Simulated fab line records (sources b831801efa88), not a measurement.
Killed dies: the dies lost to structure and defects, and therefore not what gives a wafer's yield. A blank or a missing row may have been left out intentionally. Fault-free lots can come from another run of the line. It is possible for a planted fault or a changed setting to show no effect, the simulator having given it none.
Code-filled problem report in 8D (eight disciplines) form :: flow sky130 :: the parts of the form that need people (team, actions taken, sign-off) are left out

1. PROBLEM STATEMENT
oesProductAu at SKY_METAL3_METAL_ETCH_18 reads a mean of 0.952 a.u. on 1 wafer of 1 lot; wafers without a fault read 0.868 a.u. with a standard deviation of 0.0061. Relative to the usual mean, that is a shift of +14 standard deviations.
The step: etches the open film in Cl2/BCl3, stops on SiO2, target depth 845 nm, time 183.1 s.
First observed at day 43 19:22: wafer L925.6, on rieMetal-01. At this step, 30 wafers from 10 lots have a number in the record. Rule for "out", or "out of limits": more than 4 standard deviations from the usual mean. Any other wafer with a number is counted as sound.

2. WHAT THIS IS AND IS NOT
question: which readings at this step
is: oesProductAu
is not: drypumpMotorCurrentA, throttleValvePct

question: which lots
is: L925
is not: L911, L912, L913, L915, L917, L919, L920, L921, L924

question: which wafers of those lots
is: L925.6
is not: L925.3, L925.4

question: read on which tools
is: rieMetal-01
is not: rieMetal-03, rieMetal-04

question: when
is: from day 43 19:22
is not: up to then (29 sound wafers)

3. SUSPECTS, AND WHAT RULES EACH OUT
Counting: if a tool at a process step up to the reading ran every lot that is out, it stays a suspect. Sound lots after the first of them don't rule it out here, since some wafers of a struck lot are sound.
- plasmaAsher-03 at SKY_VIA1_STRIP_16 (strips in O2/N2): kept. It processed L925, the lot that is out, at day 39 16:17, and its most recent sound lot before then was L924 at day 39 08:25.
- pvdSputter-02 at SKY_METAL3_SPUTTER_02 (material AlCu, target thk 735 nm, time 39.1 s): kept. It processed L925, the lot that is out, at day 41 20:56, and its most recent sound lot before then was L920 at day 40 16:47.
- pvdSputter-02 at SKY_METAL3_SPUTTER_03 (material Ti, target thk 5 nm, time 3.3 s): kept. It processed L925, the lot that is out, at day 41 20:58, and its most recent sound lot before then was L920 at day 40 16:50.
- plasmaAsher-04 at SKY_CAPM_STRIP_14 (strips in O2/N2): kept. It processed L925, the lot that is out, at day 42 20:27, and its most recent sound lot before then was L921 at day 42 00:14.
- rieMetal-01 at SKY_METAL3_METAL_ETCH_18 (etches the open film in Cl2/BCl3, stops on SiO2, target depth 845 nm, time 183.1 s): kept. It processed L925, the lot that is out, at day 43 19:22, and its most recent sound lot before then was L924 at day 43 11:54. Its own oesProductAu readings are out on those wafers.
Left after counting: plasmaAsher-03 at SKY_VIA1_STRIP_16, pvdSputter-02 at SKY_METAL3_SPUTTER_02, pvdSputter-02 at SKY_METAL3_SPUTTER_03, plasmaAsher-04 at SKY_CAPM_STRIP_14, rieMetal-01 at SKY_METAL3_METAL_ETCH_18.

4. THE CAUSE (what the simulator had put in)
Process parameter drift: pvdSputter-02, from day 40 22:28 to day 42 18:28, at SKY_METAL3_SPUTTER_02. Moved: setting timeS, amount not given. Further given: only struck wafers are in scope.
Of the 5 suspects that counting leaves, this tool is one.

5. SEQUENCE OF EFFECTS, ordered by route
One row per reading whose mean, taken over the struck wafers that have a number, lies over 3 standard deviations from the usual. Only readings for which the record gives a usual standard deviation are gone through. hours: the time from each lot's start at the first step in this table that gives one to its start at this step, as a median over the lots. sigmas: the change in usual standard deviations.
hours: 0
step: SKY_METAL3_METAL_ETCH_18
reading: oesProductAu
usual: 0.868 a.u.
on struck wafers: 0.952
change: +0.084
sigmas: +14
Process steps it contains:
- SKY_METAL3_METAL_ETCH_18: etches the open film in Cl2/BCl3, stops on SiO2, target depth 845 nm, time 183.1 s.

6. HOW IT WOULD HAVE BEEN CAUGHT EARLIER
In this record the first reading out of limits was taken at day 43 19:22, 69 hours after the fault began at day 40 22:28.
No tool reading at SKY_METAL3_SPUTTER_02 that has a usual standard deviation in the record was out on any struck wafer, so an alarm limit of 4 standard deviations on those readings would not have fired.
Lots out: 1; all had begun SKY_METAL3_SPUTTER_02 on pvdSputter-02 by day 43 19:22. None of them would have been spared by holding the tool at that moment.
